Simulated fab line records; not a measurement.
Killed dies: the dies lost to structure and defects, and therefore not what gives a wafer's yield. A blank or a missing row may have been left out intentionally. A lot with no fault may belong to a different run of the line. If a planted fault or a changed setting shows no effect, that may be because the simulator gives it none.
Which of the tools did it? + flow gf180mcu + 12 lots (36 wafers sampled), 1 step of a 602-step route

## WHAT THE GAUGES READ, wafer by wafer
GF_VT_IMPLANT_TW_MEAS_10.
| lot  | measured     | on           | VT_IMPLANT_TW |
|------|--------------|--------------|---------------|
| L075 | day 5 21:31  | filmMetro-04 | 572 573 569   |
| L077 | day 6 10:40  | filmMetro-04 | 564 562 567   |
| L079 | day 6 21:18  | filmMetro-01 | 567 565 569   |
| L081 | day 7 11:27  | filmMetro-02 | 567 568 567   |
| L083 | day 7 22:44  | filmMetro-02 | 568 567 565   |
| L085 | day 8 08:35  | filmMetro-01 | 566 563 567   |
| L087 | day 8 21:11  | filmMetro-02 | 568 568 563   |
| L089 | day 9 18:49  | filmMetro-04 | 568 569 572   |
| L091 | day 10 00:56 | filmMetro-02 | 566 563 564   |
| L093 | day 10 17:29 | filmMetro-01 | 567 564 562   |
| L095 | day 11 05:47 | filmMetro-01 | 563 563 562   |
| L097 | day 11 12:09 | filmMetro-02 | 567 568 566   |

## WHAT TOOL EACH LOT RAN ON (gives the tool, then ch and the chambers of the sampled wafers, and finally the start)
Before these readings, the record contains no process step.

## THE ANSWER, worked out from the rows above alone
Rule: the lots themselves supply what counts as usual. Put in order of their means at a reading, lots are off if they are a third of the lots or fewer, leave a main group of 4 or more, and stand apart from it by a gap of 3 or more times the standard deviation of the main group's means; of several such gaps the widest counts. A main group whose means are all the same, to the digits that the tables above print for the reading, isn't used. Also off: a lot with no number at a reading for which 4 or more lots have one. The other lots that the step has rows for count as sound.
None of the lots is off at any reading shown; this tells nothing.

## WHAT WAS PUT IN BY THE SIMULATOR
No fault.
